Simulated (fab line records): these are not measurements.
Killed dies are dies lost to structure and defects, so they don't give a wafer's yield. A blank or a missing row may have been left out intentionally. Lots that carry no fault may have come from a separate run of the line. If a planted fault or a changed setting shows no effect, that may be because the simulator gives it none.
What tool caused it? ; flow gf180mcu ; 13 lots, 39 wafers sampled, at 4 steps of a route of 602

WHAT THE GAUGES READ, wafer by wafer
GF_CONTACT_CD_MEAS_14: the cd target is 220 nm. Usual: cd-nm 220.2 nm, standard deviation 1.4.
lot;measured;on;cd-nm (nm);flag
L487;day 15 18:04;cd-sem-01;220.3 220.9 221.3;
L488;day 16 07:17;cd-sem-01;220.3 221.1 221.8;
L489;day 16 09:50;cd-sem-02;219.7 219.4 219.4;
L490;day 16 20:04;cd-sem-02;217.1 219.0 217.7;
L491;day 17 08:34;cd-sem-01;218.2 218.9 219.8;
L492;day 17 19:50;cd-sem-01;221.2 221.8 220.8;
L494;day 18 17:50;cd-sem-02;219.0 219.9 220.3;
L495;day 18 18:46;cd-sem-02;220.3 220.8 219.8;
L496;day 19 08:59;cd-sem-01;220.7 220.6 220.6;
L498;day 20 07:43;cd-sem-02;221.1 220.4 220.4;
L499;day 20 09:28;cd-sem-02;221.1 222.5 223.3;
L501;day 21 10:14;cd-sem-02;218.6 219.1 219.1;
L508;day 23 17:46;cd-sem-02;221.1 218.7 220.1;

GF_V1_THK_MEAS_03. Usual: V1_CVD_02_THK gives 843 nm (standard deviation 11).
lot;measured;on;V1_CVD_02_THK (nm);flag
L487;day 16 19:03;film-metro-02;847 858 855;
L488;day 17 08:46;film-metro-02;832 835 857;
L489;day 17 11:40;film-metro-02;832 830 839;
L490;day 17 21:56;film-metro-04;833 855 854;
L491;day 18 09:47;film-metro-02;841 856 857;
L492;day 18 20:46;film-metro-03;826 841 847;
L494;day 19 20:51;film-metro-04;845 848 864;
L495;day 19 21:28;film-metro-02;821 833 836;
L496;day 20 12:16;film-metro-02;830 833 840;
L498;day 21 10:16;film-metro-03;841 834 859;
L499;day 21 12:02;film-metro-02;847 859 855;
L501;day 22 12:24;film-metro-02;831 853 831;
L508;day 24 18:10;film-metro-04;835 845 833;

EACH LOT AND THE TOOL THAT RAN IT (in order: tool; ch and the chambers of the sampled wafers; start)
lot;GF_VT_IMPLANT_WET_ETCH_50;GF_M1_METAL_ETCH_16
L487;wet-bench-03 ch 1, day 7 10:09;rie-metal-04 ch 0,1, day 16 18:09
L488;wet-bench-03 ch 1, day 7 21:01;rie-metal-02 ch 0,1, day 17 07:33
L489;wet-bench-03 ch 2, day 7 23:38;rie-metal-04 ch 0,1, day 17 10:42
L490;wet-bench-01 ch 0, day 8 07:16;rie-metal-01 ch 0,1, day 17 20:39
L491;wet-bench-02 ch 2, day 8 16:47;rie-metal-02 ch 0,1, day 18 08:56
L492;wet-bench-02 ch 3, day 8 20:36;rie-metal-04 ch 0,1, day 18 19:55
L494;wet-bench-03 ch 1, day 9 13:37;rie-metal-01 ch 0,1, day 19 19:51
L495;wet-bench-02 ch 1, day 9 16:21;rie-metal-04 ch 0,1, day 19 20:36
L496;wet-bench-02 ch 1, day 10 00:46;rie-metal-02 ch 0,1, day 20 11:24
L498;wet-bench-03 ch 1, day 10 15:54;rie-metal-04 ch 0,1, day 21 09:22
L499;wet-bench-03 ch 3, day 10 20:03;rie-metal-02 ch 0,1, day 21 11:10
L501;wet-bench-03 ch 3, day 11 13:38;rie-metal-02 ch 0, day 22 11:30
L508;wet-bench-02 ch 1, day 13 10:44;rie-metal-04 ch 0,1, day 24 17:18
- GF_VT_IMPLANT_WET_ETCH_50: etches SiO2 in dHF, target depth 20 nm, time 400 s.
- GF_M1_METAL_ETCH_16: etches the open film in Cl2/BCl3, stops on SiO2, target depth 750.8 nm, time 125.1 s.

WHAT THE TOOLS THEMSELVES READ (means of the sampled wafers that have a number; where no wafer has one, the mark that the record gives instead)
GF_VT_IMPLANT_WET_ETCH_50. Usual: run-length-s 428 s, standard deviation 3.7.
lot;tool;run-length-s (s);flag
L487;wet-bench-03;424;
L488;wet-bench-03;424;
L489;wet-bench-03;424;
L490;wet-bench-01;432;
L491;wet-bench-02;427;
L492;wet-bench-02;425;
L494;wet-bench-03;432;
L495;wet-bench-02;424;
L496;wet-bench-02;426;
L498;wet-bench-03;433;
L499;wet-bench-03;432;
L501;wet-bench-03;137;OFF
L508;wet-bench-02;432;

GF_M1_METAL_ETCH_16. Usual: drypump-motor-current-A 5.9 A, standard deviation 0.52; oes-product-au 0.997 a.u., standard deviation 0.0043; run-length-s 153.5 s, standard deviation 0.38; throttle-valve-pct 28.223 %, standard deviation 0.0086.
lot;tool;drypump-motor-current-A (A);oes-product-au (a.u.);run-length-s (s);throttle-valve-pct (%);flag
L487;rie-metal-04;6.5;0.998;153.6;28.211;
L488;rie-metal-02;5.6;0.997;153.6;28.229;
L489;rie-metal-04;6.4;0.997;153.4;28.223;
L490;rie-metal-01;5.4;0.994;153.1;28.223;
L491;rie-metal-02;5.6;0.994;153.7;28.213;
L492;rie-metal-04;6.4;0.996;153.4;28.223;
L494;rie-metal-01;5.5;0.997;153.2;28.222;
L495;rie-metal-04;6.5;0.994;153.6;28.225;
L496;rie-metal-02;5.6;0.995;153.7;28.220;
L498;rie-metal-04;6.5;0.999;153.5;28.227;
L499;rie-metal-02;5.4;1.003;153.9;28.230;
L501;rie-metal-02;5.9;0.998;153.2;28.226;
L508;rie-metal-04;6.5;0.996;153.6;28.225;

THE ANSWER, worked out from the rows above alone
Rule: lot off if the mean of its wafers having a number is beyond 3 standard deviations from the usual mean. A lot without any number at a reading at which 4 lots or more have one is off too. All remaining lots with rows at the step are treated as sound. After the gauges, taken in route order, come the tools' own readings; for these a lot's mean is taken, as printed above. At the first step where some lot is off, the reading lying furthest off is the one used; lots without a number count as furthest.
Off: L501, at GF_VT_IMPLANT_WET_ETCH_50 (run-length-s).
If a tool, at that step or one of the process steps before it, ran each lot that is off and ran no sound lot following the first of them, it fits. One fits: GF_VT_IMPLANT_WET_ETCH_50 on wet-bench-03. A fault onset in the window from L499 (day 10 20:03, its last sound lot) to L501 (day 11 13:38, its first lot off) fits.
The tool's own readings at GF_VT_IMPLANT_WET_ETCH_50 bear it out: on the lots that are off they differ by more than 5 times the standard deviation of the sound lots' means. run-length-s reads 137 s there against 428 s on the sound lots.

WHAT THE SIMULATOR PUT IN
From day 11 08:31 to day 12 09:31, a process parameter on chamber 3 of wet-bench-03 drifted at GF_VT_IMPLANT_WET_ETCH_50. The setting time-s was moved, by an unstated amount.
Lots struck among those shown: L501. The rule above reached the same finding.
